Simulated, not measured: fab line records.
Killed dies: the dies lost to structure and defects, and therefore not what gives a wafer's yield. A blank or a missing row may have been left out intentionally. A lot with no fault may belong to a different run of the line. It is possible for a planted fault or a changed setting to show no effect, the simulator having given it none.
2 desks, one fault + flow sky130 + every desk sees just its own numbers, and what lay behind them comes last

== METROLOGY DESK ==
Lot by lot, what the gauges showed, no matter which tool ran the lot: averages of those sampled wafers that carry a number. A lot is out of limits, marked OUT, if its mean lies more than 4 standard deviations from the usual mean; the brackets give that distance.
Columns: A = METAL5_ALCU_RS at SKY_METAL5_RS_MEAS_05, usual 0.02701 ohm/sq; B = METAL5_ALCU_THK at SKY_METAL5_THK_MEAS_06, usual 1166 nm
| lot  | first seen here | A       | B              |
|------|-----------------|---------|----------------|
| L336 | day 42 11:50    | 0.02759 | 1143           |
| L337 | day 43 01:26    | 0.02663 | 1172           |
| L338 | day 43 14:50    | 0.02735 | 1162           |
| L340 | day 44 02:02    | 0.02700 | 1176           |
| L339 | day 44 02:46    | 0.02668 | 1182           |
| L341 | day 44 04:23    | 0.02667 | 1188           |
| L343 | day 44 20:17    | 0.02706 | 1159           |
| L344 | day 45 01:27    | 0.02682 | 1167           |
| L345 | day 45 08:37    | 0.02709 | 1151           |
| L348 | day 46 09:10    | 0.02728 | 1017 (-11) OUT |
| L350 | day 46 14:47    | 0.02711 | 1026 (-11) OUT |
| L351 | day 46 15:23    | 0.02682 | 1028 (-11) OUT |
| L358 | day 48 18:43    | 0.02746 | 1147           |
Finding of this desk: L348, L350, L351 out of limits, first seen on L348 at day 46 12:14 (METAL5_ALCU_THK at SKY_METAL5_THK_MEAS_06). L336, L337, L338, L340, L339, L341, L343, L344, L345, L358: within limits.

== FOR THE TOOL OWNER'S DESK: pvdSputter-01 ==
The tool's own readings at SKY_METAL5_SPUTTER_04 (material TiN, target thk 70 nm, time 58.3 s): means of the sampled wafers that have a number, for each lot that ran on this tool. A lot is out of limits, marked OUT, if its mean lies more than 4 standard deviations from the usual mean; the brackets give that distance.
Columns: A = throttleValvePct at SKY_METAL5_SPUTTER_04, usual 30.2 %
| lot  | first seen here | A    |
|------|-----------------|------|
| L337 | day 43 01:23    | 30.6 |
| L339 | day 44 02:43    | 30.6 |
| L341 | day 44 04:19    | 30.1 |
| L343 | day 44 20:13    | 30.1 |
| L344 | day 45 01:23    | 30.9 |
| L345 | day 45 08:32    | 30.3 |
| L348 | day 46 09:06    | 31.1 |
| L350 | day 46 14:43    | 30.3 |
| L351 | day 46 15:19    | 30.0 |
Finding of this desk: none of the 9 lots has anything out of limits.

== ALL TOGETHER ==
At day 46 12:14 the metrology desk could have sounded an alarm, on L348, L350, L351.
The tool owner's desk saw nothing out of limits.
Tool owner's desk: L348, L350, L351 on record, inside its limits.
The lots listed all ran SKY_METAL5_SPUTTER_04 on pvdSputter-01.

== WHAT THE SIMULATOR PUT IN ==
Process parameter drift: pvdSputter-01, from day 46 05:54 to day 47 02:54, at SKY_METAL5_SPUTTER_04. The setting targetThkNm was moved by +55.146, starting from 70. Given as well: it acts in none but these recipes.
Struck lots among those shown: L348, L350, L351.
Per desk, hours elapsed from the start of the fault to the first reading out of limits: for the metrology desk, 6.
